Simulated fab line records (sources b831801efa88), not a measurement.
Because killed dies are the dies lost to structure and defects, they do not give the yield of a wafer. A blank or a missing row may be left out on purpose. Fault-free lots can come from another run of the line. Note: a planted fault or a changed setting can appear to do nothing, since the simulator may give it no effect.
Matching of chambers -- flow gf180mcu -- GF_V5_ETCH_16 on rie diel-01 has 4 sister chambers
The step etches BARC in N2/H2. 14 wafers are shown with their chamber, then 7 later ones without.

WAFERS, EACH WITH ITS CHAMBER
wafer,chamber,oes product au (a.u.),throttle valve pct (%)
L084.2,1,0.854,13.226
L084.4,3,0.855,13.230
L084.6,0,0.850,13.217
L086.1,1,0.855,13.202
L086.4,3,0.869,13.220
L086.5,0,0.857,13.240
L087.2,0,0.851,13.229
L087.4,1,0.842,13.203
L087.6,0,0.857,13.209
L092.1,0,0.858,13.235
L092.2,3,0.863,13.218
L092.3,1,0.852,13.229
L092.4,2,0.847,13.212
L092.5,3,0.853,13.204

SIGNATURES (means of the wafers above)
reading,chamber 0,chamber 1,chamber 2,chamber 3,scatter within a chamber
oes product au,0.85460,0.85075,0.84700,0.86000,0.00573
throttle valve pct,13.22600,13.21500,13.21200,13.21800,0.0128
Rule: a wafer's distance from a chamber is the root of the sum, over the readings, of the square of ((its reading less the chamber's mean) divided by the reading's scatter). If the next closest chamber is less than 2 further off than the closest, the wafer can't be placed; otherwise it belongs to the closest. The scatter: the root of (the sum of the squares of (reading less its chamber's mean) over the shown wafers, divided by (wafers less chambers)).

WAFERS WITH NO CHAMBER GIVEN
wafer,oes product au (a.u.),throttle valve pct (%)
L092.6,0.852,13.234
L097.1,0.852,13.208
L097.3,0.863,13.237
L097.4,0.856,13.225
L096.1,0.859,13.227
L096.3,0.862,13.208
L096.5,0.853,13.228

EACH ONE'S CHAMBER
wafer,from the rows above,in truth
L092.6,can't be placed: 0 or 1 or 3 or 2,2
L097.1,can't be placed: 1 or 2 or 0 or 3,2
L097.3,can't be placed: 3 or 0 or 1 or 2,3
L097.4,can't be placed: 0 or 3 or 1 or 2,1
L096.1,can't be placed: 3 or 0 or 1 or 2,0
L096.3,can't be placed: 3 or 0 or 1 or 2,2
L096.5,can't be placed: 0 or 1 or 3 or 2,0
Correctly placed: 0 of 7. Not placeable from these rows: 7 (in 7, the candidates include the true chamber). Placed wrongly: 0.
